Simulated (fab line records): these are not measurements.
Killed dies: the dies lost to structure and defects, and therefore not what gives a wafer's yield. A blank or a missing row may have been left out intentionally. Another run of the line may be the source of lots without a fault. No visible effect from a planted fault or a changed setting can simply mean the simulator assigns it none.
fab line records ; flow sky130
record lots=6; wafers=18; last_day=50
route steps=708 shown VIA1@480 METAL2@483 PAD_OPEN@708
lots with no fault: from the same line, run without faults
start_h: the number of hours between the record's first day and the start of the first shown wafer of the lot ; wait_h: how many hours have passed since the lot's step before this one ; " identical to the entry in the row above ; L1.1+2: a row that stands for several wafers ; - no value, or no start was given ; * or withheld: withheld ; < > ~ a bound
route shown NAME@n: NAME is a module with steps in the file, n the number in the route of the first one ; usual: mean/standard deviation taken from wafers without a fault ; same: alike in all rows ; chamber/n: place in a boat ; sites: each site's reading ; _std_site: standard deviation of those values ; _edge_site: mean of outer sites minus mean of inner sites ; radius_mm: how far each site lies from the wafer's centre ; mask NAME#n: copy n ; behind: the most recent tool/chamber to have shaped the wafer ; hold: why the lot went on hold/how many hours it stayed there/how the hold came to an end ; device: names the non-switching transistor (n, p or np) ; end of line: at the end of the route, the tests of the same wafers ; a step without rows: its recipe alone ; killed: count of dies lost to structure and defects at first sort (not the wafer's yield) ; map: the dies of a wafer, with x for killed, . for not killed, _ for no die there
set.NAME: the setting the step ran with; set.NAME@STEP: the setting that earlier step ran with ; model.NAME: the simulator's own value behind a step, which no gauge read
a table for each step, a row for each wafer; lots at some steps of the route
services: a tool's chamber out of use, with start hour (start_h, from the record's first day; less than 0 if before it), hours out, and reason
## steps
# step SKY_VIA1_RS_MEAS_22
# recipe thk_meas_gauge=four-point-probe; reads=W_of_VIA1_CVD_21+TiN_of_VIA1_SPUTTER_20
# usual VIA1_W_RS=0.428/0.0042
lot.wafer;tool;chamber;start_h;wait_h;VIA1_W_RS[ohm/sq]
L337.3;film_metro-01;-;795.78;0.1;0.428
L337.4;film_metro-01;-;795.78;0.1;0.426
L337.5;film_metro-01;-;795.78;0.1;0.420
L348.2;film_metro-02;-;868.73;0.1;0.430
L348.4;film_metro-02;-;868.73;0.1;0.425
L348.5;film_metro-02;-;868.73;0.1;0.427
L350.2;film_metro-01;-;885.44;0.1;0.425
L350.3;film_metro-01;-;885.44;0.1;0.423
L350.4;film_metro-01;-;885.44;0.1;0.433
L358.2;film_metro-01;-;942.35;0.1;0.426
L358.3;film_metro-01;-;942.35;0.1;0.420
L358.4;film_metro-01;-;942.35;0.1;0.425
L359.1;film_metro-03;-;948.97;0.1;0.429
L359.3;film_metro-03;-;948.97;0.1;0.426
L359.5;film_metro-03;-;948.97;0.1;0.432
L360.1;film_metro-02;-;964.37;0.1;0.423
L360.2;film_metro-02;-;964.37;0.1;0.419
L360.6;film_metro-02;-;964.37;0.1;0.424
# step SKY_VIA1_THK_MEAS_23
# recipe thk_meas_gauge=xrf; reads=W_of_VIA1_CVD_21
# usual VIA1_W_THK=270/4
lot.wafer;tool;chamber;start_h;wait_h;VIA1_W_THK[nm]
L337.3;film_metro-01;-;795.88;0.1;275
L337.4;film_metro-01;-;795.88;0.1;276
L337.5;film_metro-01;-;795.88;0.1;279
L348.2;film_metro-02;-;868.84;0.1;264
L348.4;film_metro-02;-;868.84;0.1;268
L348.5;film_metro-02;-;868.84;0.1;268
L350.2;film_metro-01;-;885.55;0.1;273
L350.3;film_metro-01;-;885.55;0.1;276
L350.4;film_metro-01;-;885.55;0.1;268
L358.2;film_metro-01;-;942.46;0.1;275
L358.3;film_metro-01;-;942.46;0.1;279
L358.4;film_metro-01;-;942.46;0.1;275
L359.1;film_metro-03;-;949.09;0.1;265
L359.3;film_metro-03;-;949.09;0.1;269
L359.5;film_metro-03;-;949.09;0.1;263
L360.1;film_metro-02;-;964.49;0.1;268
L360.2;film_metro-02;-;964.49;0.1;271
L360.6;film_metro-02;-;964.49;0.1;266
# step SKY_VIA1_CMP_24
# recipe stop_on=SiO2; t_overpolish_s=15; down_force_psi=3.5; platen_rpm=60; target_thk_nm=0; pad_velocity_m_s=0.94248
# step SKY_METAL2_SPUTTER_00
# recipe material=Ti; target_thk_nm=15; power_w=3000; time_s=10; chamber_pressure_pa=0.4
# usual throttle_valve_pct=30.5/1.5
lot.wafer;tool;chamber;start_h;wait_h;throttle_valve_pct
L337.3;pvd_sputter-04;-;796.22;0.2;29.3
L337.4;pvd_sputter-04;-;796.22;0.2;29.3
L337.5;pvd_sputter-04;-;796.22;0.2;30.7
L348.2;pvd_sputter-01;-;869.46;0.2;29.4
L348.4;pvd_sputter-01;-;869.46;0.2;32.6
L348.5;pvd_sputter-01;-;869.46;0.2;29.5
L350.2;pvd_sputter-02;-;885.90;0.1;30.2
L350.3;pvd_sputter-02;-;885.90;0.1;32.2
L350.4;pvd_sputter-02;-;885.90;0.1;29.6
L358.2;pvd_sputter-02;-;942.81;0.1;32.2
L358.3;pvd_sputter-02;-;942.81;0.1;30.3
L358.4;pvd_sputter-02;-;942.81;0.1;28.9
L359.1;pvd_sputter-02;-;949.45;0.2;28.6
L359.3;pvd_sputter-02;-;949.45;0.2;29.3
L359.5;pvd_sputter-02;-;949.45;0.2;29.0
L360.1;pvd_sputter-01;-;964.85;0.1;32.6
L360.2;pvd_sputter-01;-;964.85;0.1;29.5
L360.6;pvd_sputter-01;-;964.85;0.1;33.0
# step SKY_METAL2_SPUTTER_01
# recipe material=TiN; target_thk_nm=20; power_w=6500; time_s=16.7; chamber_pressure_pa=0.4
# usual throttle_valve_pct=30.4/1.5
lot.wafer;tool;chamber;start_h;wait_h;throttle_valve_pct
L337.3;pvd_sputter-04;-;796.25;0.0;29.5
L337.4;pvd_sputter-04;-;796.25;0.0;29.1
L337.5;pvd_sputter-04;-;796.25;0.0;30.6
L348.2;pvd_sputter-01;-;869.48;0.0;29.7
L348.4;pvd_sputter-01;-;869.48;0.0;32.4
L348.5;pvd_sputter-01;-;869.48;0.0;29.3
L350.2;pvd_sputter-02;-;885.92;0.0;30.1
L350.3;pvd_sputter-02;-;885.92;0.0;32.1
L350.4;pvd_sputter-02;-;885.92;0.0;29.4
L358.2;pvd_sputter-02;-;942.83;0.0;32.0
L358.3;pvd_sputter-02;-;942.83;0.0;29.9
L358.4;pvd_sputter-02;-;942.83;0.0;28.5
L359.1;pvd_sputter-02;-;949.47;0.0;28.9
L359.3;pvd_sputter-02;-;949.47;0.0;29.7
L359.5;pvd_sputter-02;-;949.47;0.0;29.5
L360.1;pvd_sputter-01;-;964.87;0.0;32.4
L360.2;pvd_sputter-01;-;964.87;0.0;29.4
L360.6;pvd_sputter-01;-;964.87;0.0;32.6
# step SKY_METAL2_SPUTTER_02
# recipe material=AlCu; target_thk_nm=250; power_w=10600; time_s=13.3; chamber_pressure_pa=0.4
# step SKY_METAL2_SPUTTER_03
# recipe material=Ti; target_thk_nm=5; power_w=3000; time_s=3.3; chamber_pressure_pa=0.4
# usual throttle_valve_pct=30.5/1.5
lot.wafer;tool;chamber;start_h;wait_h;throttle_valve_pct
L337.3;pvd_sputter-04;-;796.30;0.0;29.3
L337.4;pvd_sputter-04;-;796.30;0.0;29.1
L337.5;pvd_sputter-04;-;796.30;0.0;30.7
L348.2;pvd_sputter-01;-;869.53;0.0;30.0
L348.4;pvd_sputter-01;-;869.53;0.0;32.4
L348.5;pvd_sputter-01;-;869.53;0.0;29.0
L350.2;pvd_sputter-02;-;885.97;0.0;30.1
L350.3;pvd_sputter-02;-;885.97;0.0;32.1
L350.4;pvd_sputter-02;-;885.97;0.0;29.4
L358.2;pvd_sputter-02;-;942.88;0.0;32.3
L358.3;pvd_sputter-02;-;942.88;0.0;30.2
L358.4;pvd_sputter-02;-;942.88;0.0;28.9
L359.1;pvd_sputter-02;-;949.52;0.0;28.7
L359.3;pvd_sputter-02;-;949.52;0.0;29.2
L359.5;pvd_sputter-02;-;949.52;0.0;29.6
L360.1;pvd_sputter-01;-;964.92;0.0;32.5
L360.2;pvd_sputter-01;-;964.92;0.0;29.5
L360.6;pvd_sputter-01;-;964.92;0.0;32.8
# step SKY_METAL2_SPUTTER_04
# recipe material=TiN; target_thk_nm=70; power_w=6500; time_s=58.3; chamber_pressure_pa=0.4149
# usual throttle_valve_pct=30.4/1.5
lot.wafer;tool;chamber;start_h;wait_h;throttle_valve_pct
L337.3;pvd_sputter-04;-;796.32;0.0;29.3
L337.4;pvd_sputter-04;-;796.32;0.0;29.1
L337.5;pvd_sputter-04;-;796.32;0.0;30.4
L348.2;pvd_sputter-01;-;869.55;0.0;29.8
L348.4;pvd_sputter-01;-;869.55;0.0;32.1
L348.5;pvd_sputter-01;-;869.55;0.0;29.4
L350.2;pvd_sputter-02;-;885.99;0.0;30.2
L350.3;pvd_sputter-02;-;885.99;0.0;31.9
L350.4;pvd_sputter-02;-;885.99;0.0;29.4
L358.2;pvd_sputter-02;-;942.90;0.0;32.2
L358.3;pvd_sputter-02;-;942.90;0.0;30.0
L358.4;pvd_sputter-02;-;942.90;0.0;28.4
L359.1;pvd_sputter-02;-;949.54;0.0;28.4
L359.3;pvd_sputter-02;-;949.54;0.0;29.4
L359.5;pvd_sputter-02;-;949.54;0.0;29.5
L360.1;pvd_sputter-01;-;964.94;0.0;32.1
L360.2;pvd_sputter-01;-;964.94;0.0;29.4
L360.6;pvd_sputter-01;-;964.94;0.0;32.9
# step SKY_METAL2_RS_MEAS_05
# recipe thk_meas_gauge=four-point-probe; reads=TiN_of_METAL2_SPUTTER_04+Ti_of_METAL2_SPUTTER_03+AlCu_of_METAL2_SPUTTER_02+TiN_of_METAL2_SPUTTER_01+Ti_of_METAL2_SPUTTER_00
# usual METAL2_ALCU_RS=0.1262/0.0013
lot.wafer;tool;chamber;start_h;wait_h;METAL2_ALCU_RS[ohm/sq]
L337.3;film_metro-04;-;796.40;0.1;0.1242
L337.4;film_metro-04;-;796.40;0.1;0.1255
L337.5;film_metro-04;-;796.40;0.1;0.1247
L348.2;film_metro-02;-;869.62;0.0;0.1260
L348.4;film_metro-02;-;869.62;0.0;0.1258
L348.5;film_metro-02;-;869.62;0.0;0.1271
L350.2;film_metro-03;-;886.06;0.0;0.1286
L350.3;film_metro-03;-;886.06;0.0;0.1260
L350.4;film_metro-03;-;886.06;0.0;0.1284
L358.2;film_metro-02;-;942.97;0.0;0.1254
L358.3;film_metro-02;-;942.97;0.0;0.1273
L358.4;film_metro-02;-;942.97;0.0;0.1256
L359.1;film_metro-02;-;949.59;0.0;0.1267
L359.3;film_metro-02;-;949.59;0.0;0.1283
L359.5;film_metro-02;-;949.59;0.0;0.1283
L360.1;film_metro-04;-;964.99;0.0;0.1267
L360.2;film_metro-04;-;964.99;0.0;0.1277
L360.6;film_metro-04;-;964.99;0.0;0.1303
# step SKY_METAL2_THK_MEAS_06
# recipe thk_meas_gauge=xrf; reads=AlCu_of_METAL2_SPUTTER_02
# usual METAL2_ALCU_THK=254/3.2
lot.wafer;tool;chamber;start_h;wait_h;METAL2_ALCU_THK[nm]
L337.3;film_metro-04;-;796.50;0.1;259
L337.4;film_metro-04;-;796.50;0.1;258
L337.5;film_metro-04;-;796.50;0.1;257
L348.2;film_metro-02;-;869.73;0.1;256
L348.4;film_metro-02;-;869.73;0.1;254
L348.5;film_metro-02;-;869.73;0.1;253
L350.2;film_metro-03;-;886.17;0.1;248
L350.3;film_metro-03;-;886.17;0.1;255
L350.4;film_metro-03;-;886.17;0.1;249
L358.2;film_metro-02;-;943.08;0.1;257
L358.3;film_metro-02;-;943.08;0.1;255
L358.4;film_metro-02;-;943.08;0.1;257
L359.1;film_metro-02;-;949.71;0.1;253
L359.3;film_metro-02;-;949.71;0.1;251
L359.5;film_metro-02;-;949.71;0.1;251
L360.1;film_metro-04;-;965.11;0.1;254
L360.2;film_metro-04;-;965.11;0.1;251
L360.6;film_metro-04;-;965.11;0.1;246
# step SKY_METAL2_DEHYDRATE_07
# recipe temp_c=200; time_s=60
# step SKY_METAL2_HMDS_08
# recipe prime_time_s=60; prime_temp_c=120
# step SKY_METAL2_COAT_09
# recipe resist=BARC; temp_c=withheld; time_s=withheld; spin_rpm=3000; resist_thk_nm=60
# usual spin_speed_rpm=3000.0/1.7
lot.wafer;tool;chamber;start_h;wait_h;spin_speed_rpm
L337.3;litho_track-04;0;809.32;0.1;2999.2
L337.4;litho_track-04;0;809.32;0.1;2998.2
L337.5;litho_track-04;0;809.32;0.1;2998.2
L348.2;litho_track-01;0;882.70;0.1;2767.7
L348.4;litho_track-01;0;882.70;0.1;2768.4
L348.5;litho_track-01;0;882.70;0.1;2769.2
L350.2;litho_track-01;0;898.20;0.1;2770.4
L350.3;litho_track-01;0;898.20;0.1;2769.3
L350.4;litho_track-01;0;898.20;0.1;2771.1
L358.2;litho_track-01;0;955.10;0.1;2999.3
L358.3;litho_track-01;0;955.10;0.1;2999.2
L358.4;litho_track-01;0;955.10;0.1;3001.3
L359.1;litho_track-04;0;961.58;0.1;3003.2
L359.3;litho_track-04;0;961.58;0.1;3001.3
L359.5;litho_track-04;0;961.58;0.1;3002.4
L360.1;litho_track-04;0;976.53;0.1;2999.2
L360.2;litho_track-04;0;976.53;0.1;2999.9
L360.6;litho_track-04;0;976.53;0.1;3001.9
# step SKY_METAL2_COAT_10
# recipe resist=KrF-thick; spin_rpm=3000; resist_thk_nm=450
# step SKY_METAL2_SOFTBAKE_11
# recipe temp_c=100; time_s=90; resist=KrF-thick
# step SKY_METAL2_EXPOSE_12
# recipe mask_id=MM2; na=0.8; source_shape=annular; sigma_inner=0.55; sigma_outer=0.85; target_cd_nm=140; dose_mj=28
# step SKY_METAL2_PEB_13
# recipe peb_temp_c=withheld; peb_time_s=withheld; resist=KrF-thick
# step SKY_METAL2_DEVELOP_14
# recipe develop_time_s=60; resist=KrF-thick; dev_temp_c=21
# step SKY_METAL2_CD_MEAS_15
# recipe target_cd_nm=140
# usual cd_nm=139.7/1.8
lot.wafer;tool;chamber;start_h;wait_h;cd_nm
L337.3;cd_sem-01;-;823.24;-;140.5
L337.4;cd_sem-01;-;823.24;-;140.8
L337.5;cd_sem-01;-;823.24;-;139.1
L348.2;cd_sem-01;-;895.09;-;139.8
L348.4;cd_sem-01;-;895.09;-;139.9
L348.5;cd_sem-01;-;895.09;-;140.7
L350.2;cd_sem-02;-;911.09;-;138.8
L350.3;cd_sem-02;-;911.09;-;139.7
L350.4;cd_sem-02;-;911.09;-;139.2
L358.2;cd_sem-01;-;966.79;-;140.6
L358.3;cd_sem-01;-;966.79;-;138.0
L358.4;cd_sem-01;-;966.79;-;139.4
L359.1;cd_sem-01;-;973.51;-;138.4
L359.3;cd_sem-01;-;973.51;-;137.5
L359.5;cd_sem-01;-;973.51;-;138.9
L360.1;cd_sem-01;-;988.82;-;140.9
L360.2;cd_sem-01;-;988.82;-;141.2
L360.6;cd_sem-01;-;988.82;-;142.2
# step SKY_METAL2_OVL_MEAS_16
# usual METAL2_OVL=-2/5.6
lot.wafer;tool;chamber;start_h;wait_h;METAL2_OVL[nm]
L337.3;overlay-02;-;823.34;0.1;-5
L337.4;overlay-02;-;823.34;0.1;-4
L337.5;overlay-02;-;823.34;0.1;-1
L348.2;overlay-02;-;895.20;0.1;-16
L348.4;overlay-02;-;895.20;0.1;-23
L348.5;overlay-02;-;895.20;0.1;-12
L350.2;overlay-01;-;911.20;0.1;2
L350.3;overlay-01;-;911.20;0.1;6
L350.4;overlay-01;-;911.20;0.1;0
L358.2;overlay-01;-;966.90;0.1;0
L358.3;overlay-01;-;966.90;0.1;-1
L358.4;overlay-01;-;966.90;0.1;1
L359.1;overlay-02;-;973.63;0.1;6
L359.3;overlay-02;-;973.63;0.1;8
L359.5;overlay-02;-;973.63;0.1;10
L360.1;overlay-01;-;988.94;0.1;2
L360.2;overlay-01;-;988.94;0.1;1
L360.6;overlay-01;-;988.94;0.1;-3
# step SKY_METAL2_DESCUM_17
# recipe chemistry=O2; source_power_w=150; bias_power_w=0; pressure_mtorr=10; temp_c=40; time_s=8
# step SKY_METAL2_ETCH_18
# recipe chemistry=N2/H2; target=BARC; ion_energy_ev=200; bias_w=96.44; pressure_mtorr=30; n2_flow_sccm=100; h2_flow_sccm=200; icp_w=500; stop_on=SiO2; time_s=45.9; target_depth_a=600
# usual bias_w=96.45/0.29; drypump_motor_current_A=6.0/0.4; oes_product_au=0.854/0.0048; throttle_valve_pct=13.225/0.0098
lot.wafer;tool;chamber;start_h;wait_h;bias_w;drypump_motor_current_A;oes_product_au;rf_hours_counter_h;throttle_valve_pct;model.etch.depth_nm
L337.3;rie_metal-04;1;823.41;0.0;96.70;6.7;0.850;-;13.216;60.14
L337.4;rie_metal-04;0;823.41;0.0;96.00;5.9;0.856;-;13.254;59.94
L337.5;rie_metal-04;0;823.41;0.0;95.93;5.9;0.864;-;13.218;59.97
L348.2;rie_metal-02;0;895.26;0.0;96.55;5.7;0.884;3;13.241;62.86
L348.4;rie_metal-02;0;895.26;0.0;96.09;5.7;0.873;-;13.213;62.88
L348.5;rie_metal-02;0;895.26;0.0;96.18;5.7;0.876;-;13.231;62.96
L350.2;rie_metal-03;1;911.26;0.0;96.49;5.7;0.870;5;13.207;62.62
L350.3;rie_metal-03;0;911.26;0.0;96.55;5.7;0.876;-;13.216;62.42
L350.4;rie_metal-03;1;911.26;0.0;96.82;5.7;0.867;-;13.222;62.59
L358.2;rie_metal-04;1;966.96;0.0;96.58;6.7;0.854;1;13.222;60.21
L358.3;rie_metal-04;1;966.96;0.0;96.62;6.7;0.853;-;13.216;60.1
L358.4;rie_metal-04;0;966.96;0.0;96.85;5.9;0.850;-;13.219;60.27
L359.1;rie_metal-04;1;973.69;0.0;96.81;6.8;0.853;2;13.235;59.76
L359.3;rie_metal-04;0;973.69;0.0;96.75;5.9;0.850;-;13.217;59.68
L359.5;rie_metal-04;1;973.69;0.0;96.30;6.8;0.851;-;13.235;59.74
L360.1;rie_metal-02;1;989.01;0.0;96.69;6.0;0.851;15;13.219;59.79
L360.2;rie_metal-02;0;989.01;0.0;96.34;5.7;0.835;8;13.199;59.99
L360.6;rie_metal-02;0;989.01;0.0;96.57;5.7;0.861;-;13.229;60.08
# step SKY_METAL2_METAL_ETCH_19
# recipe target_depth_a=3600; stop_on=SiO2; over_etch_frac=0.3; time_s=78; chemistry=Cl2/BCl3; resist_sidewall_deg=88; pressure_mtorr=10; icp_w=900; bias_w=48.5; Cl2_flow_sccm=60; bcl3_flow_sccm=30
# usual bias_w=48.53/0.14; drypump_motor_current_A=6.0/0.4; oes_product_au=0.855/0.0052; throttle_valve_pct=22.264/0.0084
lot.wafer;tool;chamber;start_h;wait_h;bias_w;drypump_motor_current_A;oes_product_au;rf_hours_counter_h;throttle_valve_pct
L337.3;rie_metal-04;1;823.49;0.1;48.63;6.8;0.860;-;22.261
L337.4;rie_metal-04;0;823.49;0.1;48.61;5.9;0.855;-;22.274
L337.5;rie_metal-04;0;823.49;0.1;48.64;5.9;0.856;-;22.267
L348.2;rie_metal-02;0;895.32;0.0;48.40;5.7;0.857;3;22.264
L348.4;rie_metal-02;0;895.32;0.0;48.37;5.7;0.854;-;22.245
L348.5;rie_metal-02;0;895.32;0.0;48.41;5.7;0.857;-;22.275
L350.2;rie_metal-03;1;911.32;0.0;48.76;5.7;0.846;5;22.260
L350.3;rie_metal-03;0;911.32;0.0;48.45;5.8;0.852;-;22.276
L350.4;rie_metal-03;1;911.32;0.0;48.48;5.7;0.847;-;22.258
L358.2;rie_metal-04;1;967.02;0.0;48.51;6.8;0.856;1;22.262
L358.3;rie_metal-04;1;967.02;0.0;48.47;6.7;0.844;-;22.254
L358.4;rie_metal-04;0;967.02;0.0;48.49;5.9;0.850;-;22.261
L359.1;rie_metal-04;1;973.76;0.0;48.77;6.7;0.850;2;22.261
L359.3;rie_metal-04;0;973.76;0.0;48.77;5.9;0.854;-;22.260
L359.5;rie_metal-04;1;973.76;0.0;48.56;6.7;0.843;-;22.244
L360.1;rie_metal-02;1;989.07;0.0;48.24;6.0;0.846;15;22.275
L360.2;rie_metal-02;0;989.07;0.0;48.54;5.7;0.855;8;22.258
L360.6;rie_metal-02;0;989.07;0.0;48.63;5.7;0.853;-;22.265
# step SKY_PAD_OPEN_PROBE_99
# usual defect_limited_yield=82.6/2; killed_at_M0_to_M3=43/7.1; killed_at_M4_up=3.0/1.9; killed_at_contacts=24/5; killed_at_front_end=15/4.3; killed_at_other=0.3/0.5; killed_dies=85/9.6; killed_on_rim=17/4.3; killed_open=46/7.1; killed_short=39/6.8; sort_bin_3_pad_short=0.9/0.42; sort_bin_5_function=10.2/1.4; sort_bin_6_memory=6.3/1.2; sort_n_pass=407/9.6; sort_yield_pct=82.6/2
# same gross_dies=492; killed_at_back_side=0; sort_bin_4_leakage[%]=0; sort_bin_8_speed[%]=0
lot.wafer;tool;chamber;start_h;wait_h;defect_limited_yield[%];killed_at_M0_to_M3;killed_at_M4_up;killed_at_contacts;killed_at_front_end;killed_at_other;killed_dies;killed_on_rim;killed_open;killed_short;sort_bin_3_pad_short[%];sort_bin_5_function[%];sort_bin_6_memory[%];sort_n_pass;sort_yield_pct[%]
L337.3;prober-02;-;1076.91;0.2;79.9;44;2;35;17;1;99;14;56;43;0.8;11.2;8.1;393;79.9
L337.4;prober-02;-;1076.96;0.2;79.9;55;2;29;13;0;99;21;55;44;1.6;10.8;7.7;393;79.9
L337.5;prober-02;-;1077.01;0.2;83.7;35;0;26;19;0;80;14;53;27;1.2;10.6;4.5;412;83.7
L348.2;prober-01;-;1131.11;0.1;83.1;39;4;24;15;1;83;14;46;37;1.2;10.0;5.7;409;83.1
L348.4;prober-01;-;1131.21;0.2;82.3;46;3;31;7;0;87;16;51;36;0.6;11.0;6.1;405;82.3
L348.5;prober-01;-;1131.26;0.2;83.3;50;4;17;11;0;82;12;42;40;0.6;10.6;5.5;410;83.3
L350.2;prober-01;-;1145.03;0.1;86.4;27;0;19;19;2;67;10;31;36;1.0;7.3;5.3;425;86.4
L350.3;prober-01;-;1145.08;0.2;81.1;49;3;25;16;0;93;19;49;44;1.0;10.8;7.1;399;81.1
L350.4;prober-01;-;1145.13;0.2;84.3;38;5;20;14;0;77;13;44;33;0.6;9.1;5.9;415;84.3
L358.2;prober-02;-;1185.53;0.1;84.6;39;2;17;18;0;76;13;48;28;1.0;8.9;5.5;416;84.6
L358.3;prober-02;-;1185.58;0.2;83.5;43;8;23;7;0;81;17;39;42;0.8;9.1;6.5;411;83.5
L358.4;prober-02;-;1185.63;0.2;85.0;32;4;23;15;0;74;19;40;34;1.2;10.2;3.7;418;85.0
L359.1;prober-01;-;1189.49;0.1;84.6;40;1;23;10;2;76;18;34;42;1.0;8.3;6.1;416;84.6
L359.3;prober-01;-;1189.59;0.2;80.1;56;0;27;15;0;98;19;59;39;0.6;11.2;8.1;394;80.1
L359.5;prober-01;-;1189.69;0.2;82.5;49;3;21;12;1;86;17;46;40;0.6;10.4;6.5;406;82.5
L360.1;prober-02;-;1198.73;0.1;87.2;34;7;12;10;0;63;8;33;30;0.8;8.1;3.9;429;87.2
L360.2;prober-02;-;1198.78;0.1;81.7;44;2;22;21;1;90;21;53;37;1.4;9.1;7.7;402;81.7
L360.6;prober-02;-;1198.98;0.2;84.8;44;1;21;9;0;75;21;37;38;0.4;10.4;4.5;417;84.8
# killed by level:class
L337.3 CONTACT:geometric_particle:open=15 VIA1:geometric_particle:open=12 LOCAL_INTERCONNECT:geometric_particle:short=6 LI_CONTACT:geometric_particle:open=6 VIA1:geometric_particle:short=6 POLY_GATE:geometric_particle:open=5 CONTACT:geometric_particle:short=5 VIA3:geometric_particle:open=5
L337.4 CONTACT:geometric_particle:open=12 VIA1:geometric_particle:open=10 LI_CONTACT:geometric_particle:open=8 VIA3:geometric_particle:open=7 VIA1:geometric_particle:short=7 VIA2:geometric_particle:open=6 METAL2:geometric_particle:short=6 POLY_GATE:geometric_particle:open=5
L337.5 CONTACT:geometric_particle:open=12 LI_CONTACT:geometric_particle:open=9 METAL1:geometric_particle:short=7 POLY_GATE:geometric_particle:open=6 VIA1:geometric_particle:open=6 VIA2:geometric_particle:open=6 VIA3:geometric_particle:open=6 FIELD_ISO:geometric_particle:short=5
L348.2 VIA1:geometric_particle:open=8 CONTACT:geometric_particle:open=8 LOCAL_INTERCONNECT:geometric_particle:short=7 METAL2:geometric_particle:short=7 VIA3:geometric_particle:open=7 POLY_GATE:geometric_particle:open=6 LI_CONTACT:geometric_particle:open=6 METAL1:geometric_particle:short=4
L348.4 LI_CONTACT:geometric_particle:open=13 VIA1:geometric_particle:open=12 CONTACT:geometric_particle:open=7 CONTACT:geometric_particle:short=7 VIA3:geometric_particle:open=7 METAL1:geometric_particle:short=5 METAL2:geometric_particle:short=5 VIA2:geometric_particle:open=4
L348.5 VIA3:geometric_particle:open=14 VIA1:geometric_particle:open=8 METAL1:geometric_particle:short=7 CONTACT:geometric_particle:open=6 METAL2:geometric_particle:short=6 FIELD_ISO:geometric_particle:short=5 VIA2:geometric_particle:open=4 POLY_GATE:geometric_particle:short=3
L350.2 VIA1:geometric_particle:short=9 FIELD_ISO:geometric_particle:open=7 CONTACT:geometric_particle:open=6 CONTACT:geometric_particle:short=6 FIELD_ISO:geometric_particle:short=4 METAL1:geometric_particle:short=4 VIA1:geometric_particle:open=4 POLY_GATE:geometric_particle:open=2
L350.3 VIA1:geometric_particle:open=15 CONTACT:geometric_particle:open=7 METAL2:geometric_particle:short=7 LOCAL_INTERCONNECT:geometric_particle:short=6 METAL1:geometric_particle:short=6 LI_CONTACT:geometric_particle:open=5 METAL3:geometric_particle:short=5 FIELD_ISO:geometric_particle:open=4
L350.4 VIA1:geometric_particle:open=12 CONTACT:geometric_particle:open=7 METAL1:geometric_particle:short=6 FIELD_ISO:geometric_particle:short=5 LI_CONTACT:geometric_particle:open=5 POLY_GATE:geometric_particle:open=4 LOCAL_INTERCONNECT:geometric_particle:short=4 VIA2:geometric_particle:open=4
L358.2 VIA1:geometric_particle:open=12 CONTACT:geometric_particle:open=9 METAL1:geometric_particle:short=7 VIA3:geometric_particle:open=6 FIELD_ISO:geometric_particle:short=4 POLY_GATE:geometric_particle:open=4 POLY_GATE:geometric_particle:short=4 LI_CONTACT:geometric_particle:open=4
L358.3 VIA2:geometric_particle:open=9 VIA1:geometric_particle:open=7 METAL2:geometric_particle:short=6 METAL4:geometric_particle:short=6 LI_CONTACT:geometric_particle:open=5 CONTACT:geometric_particle:short=5 CONTACT:geometric_particle:open=5 VIA2:geometric_particle:short=5
L358.4 CONTACT:geometric_particle:open=8 VIA1:geometric_particle:open=8 FIELD_ISO:geometric_particle:short=6 CONTACT:geometric_particle:short=6 VIA3:geometric_particle:open=6 LI_CONTACT:geometric_particle:open=5 VIA1:geometric_particle:short=5 FIELD_ISO:geometric_particle:open=4
L359.1 CONTACT:geometric_particle:open=8 VIA2:geometric_particle:open=7 CONTACT:geometric_particle:short=6 VIA1:geometric_particle:open=6 LI_CONTACT:geometric_particle:short=5 METAL1:geometric_particle:short=5 VIA3:geometric_particle:open=5 METAL2:geometric_particle:short=5
L359.3 VIA1:geometric_particle:open=16 CONTACT:geometric_particle:open=13 VIA1:geometric_particle:short=9 METAL2:geometric_particle:short=7 VIA3:geometric_particle:open=7 LI_CONTACT:geometric_particle:open=6 VIA2:geometric_particle:open=6 POLY_GATE:geometric_particle:open=4
L359.5 VIA1:geometric_particle:open=10 VIA2:geometric_particle:open=9 METAL2:geometric_particle:short=7 VIA1:geometric_particle:short=6 CONTACT:geometric_particle:open=6 LI_CONTACT:geometric_particle:open=5 CONTACT:geometric_particle:short=5 VIA2:geometric_particle:short=5
L360.1 VIA3:geometric_particle:open=10 FIELD_ISO:geometric_particle:short=7 LI_CONTACT:geometric_particle:open=5 VIA1:geometric_particle:short=5 VIA2:geometric_particle:open=5 METAL4:geometric_particle:short=4 VIA1:geometric_particle:open=4 METAL2:geometric_particle:short=4
L360.2 VIA1:geometric_particle:open=15 CONTACT:geometric_particle:open=10 FIELD_ISO:geometric_particle:open=7 POLY_GATE:geometric_particle:short=6 VIA3:geometric_particle:open=5 CONTACT:geometric_particle:short=4 LI_CONTACT:geometric_particle:short=4 METAL2:geometric_particle:short=4
L360.6 VIA1:geometric_particle:open=12 CONTACT:geometric_particle:open=9 VIA1:geometric_particle:short=7 LOCAL_INTERCONNECT:geometric_particle:short=5 VIA2:geometric_particle:short=5 FIELD_ISO:geometric_particle:short=4 METAL1:geometric_particle:short=4 VIA3:geometric_particle:short=4
## services
tool;chamber;start_h;hours;kind
rie_metal-02;0;780.41;20.8;repair
rie_metal-03;-;780.46;0.3;repair
rie_metal-04;-;806.19;2.8;pm
pvd_sputter-01;0;811.93;-;consumable_replace:kit
pvd_sputter-01;0;811.93;18.0;scheduled_down
pvd_sputter-01;0;811.93;18.0;vent_cycle
rie_metal-03;-;838.02;2.3;repair
rie_metal-02;-;844.04;2.3;repair
rie_metal-04;1;847.07;3.9;repair
pvd_sputter-02;3;855.94;-;consumable_replace:kit
pvd_sputter-02;3;855.94;18.0;scheduled_down
pvd_sputter-02;3;855.94;18.0;vent_cycle
pvd_sputter-02;-;889.91;4.1;repair
pvd_sputter-04;-;892.50;49.8;repair
pvd_sputter-04;-;897.15;8.2;repair
rie_metal-04;-;903.89;1.4;pm
pvd_sputter-01;-;906.83;1.0;repair
pvd_sputter-01;-;918.32;6.4;repair
pvd_sputter-04;-;920.92;6.0;repair
rie_metal-03;1;938.17;9.5;repair
pvd_sputter-01;3;974.72;-;consumable_replace:kit
pvd_sputter-01;3;974.72;18.0;scheduled_down
pvd_sputter-01;3;974.72;18.0;vent_cycle
rie_metal-03;-;980.54;1.4;pm
## key
first_sign step=SKY_METAL2_COAT_09; reading=spin_speed_rpm; direction=down; sigmas=99+; usual=3000.0; struck=2769.3
effect step=SKY_METAL2_ETCH_18; reading=oes_product_au; direction=up; sigmas=4.2; usual=0.854; struck=0.874
model_effect step=SKY_METAL2_ETCH_18; value=etch.depth_nm; without=60.26; struck=62.72
met_at SKY_METAL2_COAT_09
struck_wafers L348.2,L348.4,L348.5,L350.2,L350.3,L350.4
fault kind=process_parameter_drift; tool=litho_track-01; chamber=-; onset_h=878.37; steps=SKY_METAL2_COAT_09; channel=spin_rpm; offset=-230.8; shape=step; end_h=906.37; acts_in=these_recipes_only; stated=3000
